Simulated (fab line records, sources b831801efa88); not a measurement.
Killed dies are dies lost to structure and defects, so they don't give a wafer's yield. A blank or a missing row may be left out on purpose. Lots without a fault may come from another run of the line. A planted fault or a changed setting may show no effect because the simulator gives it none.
Split-lot experiment | flow sfq_line | 5 lots, 27 wafers read, on a route of 325 steps

THE SPLIT
At SFQ_TRILAYER_M0_ETCH_METAL_ETCH_024 (etches Nb in Cl2/Ar, stops on SiO2, target depth 240 nm, time 120 s), the setting time_s was moved away from the recipe's 120 s on 12 of the 27 wafers read, by -50.6% to +53.4%. The other wafers ran this setting at the recipe's value.

The reading is taken at the split's own step.

THE READING
KrF_of_TRILAYER_M0_LITHO_COAT_021.thk_nm (the simulator's own value, which no gauge read), in nm, at SFQ_TRILAYER_M0_ETCH_METAL_ETCH_024 (etches Nb in Cl2/Ar, stops on SiO2, target depth 240 nm, time 120 s). The file gives no usual value for it. The 15 wafers here that ran the recipe average 379.5 nm, standard deviation 4.9 nm.

wafer  | tool, chamber at the split | time_s as run, s | against the recipe | KrF_of_TRILAYER_M0_LITHO_COAT_021.thk_nm, nm | against lot-mates on the recipe
L074.1 | rie_metal-01, 0            | 138.6            | +15.5%             | 359.9                                        | -21.9
L074.2 | rie_metal-01, 1            | 120              | recipe             | 382.8                                        | -
L074.3 | rie_metal-01, 0            | 120              | recipe             | 381.8                                        | -
L074.4 | rie_metal-01, 1            | 120              | recipe             | 380.7                                        | -
L074.5 | rie_metal-01, 1            | 138.6            | +15.5%             | 360.4                                        | -21.4
L074.6 | rie_metal-01, 0            | 138.6            | +15.5%             | 358.1                                        | -23.7
L076.1 | rie_metal-04, 1            | 120              | recipe             | 388.7                                        | -
L076.2 | rie_metal-04, 0            | 59.57            | -50.4%             | 448.8                                        | +63.7
L076.3 | rie_metal-04, 1            | 120              | recipe             | 390.4                                        | -
L076.4 | rie_metal-04, 0            | 59.57            | -50.4%             | 448.6                                        | +63.5
L076.5 | rie_metal-04, 1            | 59.57            | -50.4%             | 457.3                                        | +72.2
L076.6 | rie_metal-04, 0            | 120              | recipe             | 376.1                                        | -
L079.1 | rie_metal-02, 1            | 120              | recipe             | 374.9                                        | -
L079.2 | rie_metal-02, 0            | 120              | recipe             | 379.1                                        | -
L079.3 | rie_metal-02, 1            | 120              | recipe             | 373.9                                        | -
L079.4 | rie_metal-02, 0            | 59.31            | -50.6%             | 450.4                                        | +74.4
L079.5 | rie_metal-02, 0            | 59.31            | -50.6%             | 449.8                                        | +73.8
L079.6 | rie_metal-02, 1            | 59.31            | -50.6%             | 448.7                                        | +72.7
L080.1 | rie_metal-02, 1            | 184.1            | +53.4%             | 293.3                                        | -81.3
L080.2 | rie_metal-02, 0            | 120              | recipe             | 374.9                                        | -
L080.3 | rie_metal-02, 1            | 120              | recipe             | 374.3                                        | -
L080.4 | rie_metal-02, 0            | 120              | recipe             | 374.7                                        | -
L080.5 | rie_metal-02, 0            | 184.1            | +53.4%             | 298.2                                        | -76.4
L080.6 | rie_metal-02, 1            | 184.1            | +53.4%             | 295.3                                        | -79.3
L084.1 | rie_metal-04, 0            | 120              | recipe             | 379.3                                        | -
L084.4 | rie_metal-04, 0            | 120              | recipe             | 380.6                                        | -
L084.5 | rie_metal-04, 0            | 120              | recipe             | 379.8                                        | -

THE FIT
A straight line over all 27 wafers: KrF_of_TRILAYER_M0_LITHO_COAT_021.thk_nm changes by -1.47 nm for each +1% of time_s; r = -0.99; the points scatter about the line by 4.8 nm.
The same after taking each lot's own level away (the mean of its wafers on the recipe; 27 wafers): -1.42 nm for each +1%; r = -1.00; scatter 3.5 nm.
On that fit, the largest move of time_s shifts the reading by 76 nm.
The lots' own levels span 374.63 to 385.07 nm, that is 2.1 times the standard deviation above.
So the lot-to-lot level changes the slope little: the two slopes agree.
Check: with one of the wafers moved furthest among these (+53.4%) left out of the fit, the line predicts -75.9 nm for it against its lot-mates. It came out at -81.3 nm against them.

OTHER SPLITS ON THESE WAFERS
These wafers also went through other splits before the reading. Each is held against what the fit with the lots' levels taken away leaves over:
other split on the same wafers                | wafers away from the commonest value | r with KrF_of_TRILAYER_M0_LITHO_COAT_021.thk_nm (lot level and that fit taken away)
SFQ_TRILAYER_INCOMING_OXIDATION_002 ox_time_s | 18                                   | +0.15
SFQ_TRILAYER_L0_DEP_SPUTTER_003 time_s        | 9                                    | -0.01

THE WHOLE CHAIN: every reading that the file lists as answering this split, in the file's order
step                                | what it does                                                        | reading                                                                                   | change (the file's fit)                                                              | r (the file's)
SFQ_TRILAYER_M0_ETCH_METAL_ETCH_024 | etches Nb in Cl2/Ar, stops on SiO2, target depth 240 nm, time 120 s | M0.feature_depth_nm (the simulator's own value, which no gauge read)                      | not straight: 120.6 at the lowest setting, 191.2 at the recipe, 203.3 at the highest | not given
SFQ_TRILAYER_M0_ETCH_METAL_ETCH_024 | etches Nb in Cl2/Ar, stops on SiO2, target depth 240 nm, time 120 s | KrF_of_TRILAYER_M0_LITHO_COAT_021.thk_nm (the simulator's own value, which no gauge read) | -1.42 nm for each +1% of the setting                                                 | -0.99

THE FILE'S OWN FIT
KrF_of_TRILAYER_M0_LITHO_COAT_021.thk_nm changes by -1.42 nm for each +1% of time_s, r = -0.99.
